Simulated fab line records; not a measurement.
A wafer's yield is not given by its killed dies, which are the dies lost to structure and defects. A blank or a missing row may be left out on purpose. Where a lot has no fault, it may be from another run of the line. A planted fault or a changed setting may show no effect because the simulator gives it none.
Chamber matching	flow gf180mcu	cmp-02 running GF_V2_CMP_04: 4 sister chambers
The step polishes SiO2. 8 wafers are shown with their chamber, then 10 later ones without.

== WAFERS PAIRED WITH THEIR CHAMBERS ==
wafer	chamber	motor current A (A)	time to endpoint s (s)
L160.3	1	11.9	79
L168.2	1	11.8	79
L169.5	3	11.4	78
L169.6	2	12.0	80
L171.2	3	11.7	75
L171.6	2	13.1	72
L176.2	0	11.3	80
L176.5	0	12.4	81

== WAFERS WITHOUT THEIR CHAMBER ==
wafer	motor current A (A)	time to endpoint s (s)
L176.6	11.4	76
L179.1	12.6	72
L179.2	12.1	78
L179.4	12.3	79
L180.2	11.4	82
L180.5	11.4	88
L180.6	13.3	81
L181.1	12.0	76
L181.2	11.7	76
L181.3	13.0	77

== EACH ONE'S CHAMBER ==
wafer	from the rows above	in truth
L176.6	can't be placed: 3 or 1 or 0 or 2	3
L179.1	can't be placed: 2 or 3 or 1 or 0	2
L179.2	can't be placed: 1 or 0 or 2 or 3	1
L179.4	can't be placed: 1 or 0 or 2 or 3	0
L180.2	can't be placed: 0 or 1 or 3 or 2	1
L180.5	can't be placed: 0 or 1 or 3 or 2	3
L180.6	can't be placed: 2 or 0 or 1 or 3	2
L181.1	can't be placed: 3 or 2 or 1 or 0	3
L181.2	can't be placed: 3 or 1 or 0 or 2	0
L181.3	can't be placed: 2 or 1 or 0 or 3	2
Placed correctly: 0 of 10. Cannot be placed on the basis of these rows: 10; the candidates contain the true chamber in 10. Number placed wrongly: 0.
How it was worked out, from the rows above alone: a wafer's distance from a chamber is the root of the sum, over the readings, of the square of ((its reading less the chamber's mean) divided by the reading's scatter). The wafer belongs to the nearest chamber; if the next one is less than 2 further off, it can't be placed. The mean given for a chamber averages the wafers shown for that chamber. How the scatter is found: for the shown wafers, subtract from each reading the mean of its chamber, square and add these, divide the total by (wafers less chambers), then take the root.
